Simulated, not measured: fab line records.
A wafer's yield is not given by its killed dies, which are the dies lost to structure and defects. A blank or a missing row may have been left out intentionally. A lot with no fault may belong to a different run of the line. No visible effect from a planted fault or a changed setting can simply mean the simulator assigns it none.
Code-filled problem report in 8D (eight disciplines) form -- flow sky130 -- the parts of the form that need people (team, actions taken, sign-off) are left out

1. WHAT WENT WRONG
beamEnergyKeV at SKY_LDD_HVN_IMPLANT_08 reads a mean of 61.948 on 6 wafers of 2 lots; wafers without a fault read 60.002 with a standard deviation of 0.016. That is +99 or more standard deviations from the usual mean.
The first sign was on wafer L456.2 at day 23 11:19, on implanter-01. The record holds 18 wafers of 6 lots with a number at this step. Rule for "out" (also "out of limits"): further than 4 standard deviations from the usual mean. Any other wafer with a number is counted as sound.

2. WHAT IT IS, AND WHAT IT ISN'T
question,is,is not
which readings at this step,beamEnergyKeV,tiltDeg
which lots,"L456, L459","L450, L452, L466, L468"
which wafers of those lots,all that have a number,-
read on which tools,implanter-01,implanter-03
when,from day 23 11:19,"up to then (6 sound wafers); but 6 sound wafers of L466, L468 came after"

3. WHAT RULES OUT EACH SUSPECT
Counting: any tool at a process step up to the reading is kept as a suspect provided that every lot that is out went through it and no sound lot did after the first of them.
- implanter-01 at SKY_LDD_HVN_IMPLANT_08: kept. All lots that are out passed through it, beginning with L456 at day 23 11:19, and no sound lot followed; its final sound lot before that point was L452 at day 20 21:38. Out on those wafers are its own readings of beamEnergyKeV.
After counting, what remains is implanter-01 at SKY_LDD_HVN_IMPLANT_08.

4. THE CAUSE (what the simulator had put in)
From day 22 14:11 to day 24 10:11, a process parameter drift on implanter-01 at SKY_LDD_HVN_IMPLANT_08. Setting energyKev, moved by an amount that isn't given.
After counting, this tool was the only one left.

5. THE EFFECT CHAIN, in route order
One row per reading whose mean, taken over the struck wafers that have a number, lies over 3 standard deviations from the usual. Scope: only readings with a usual standard deviation given in the record; hours: median across lots of the time from each lot's start at the first step in this table that gives one to its start at this step; sigmas: change in usual standard deviations.
hours,step,reading,usual,on struck wafers,change,sigmas
0,SKY_LDD_HVN_IMPLANT_08,beamEnergyKeV,60.002,61.948,+1.946,+99 or more
Process steps it contains:
- SKY_LDD_HVN_IMPLANT_08

6. WHAT WOULD HAVE CAUGHT IT SOONER
In this record no reading fell out of limits until day 23 11:19, 21 hours after the fault had begun at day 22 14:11.
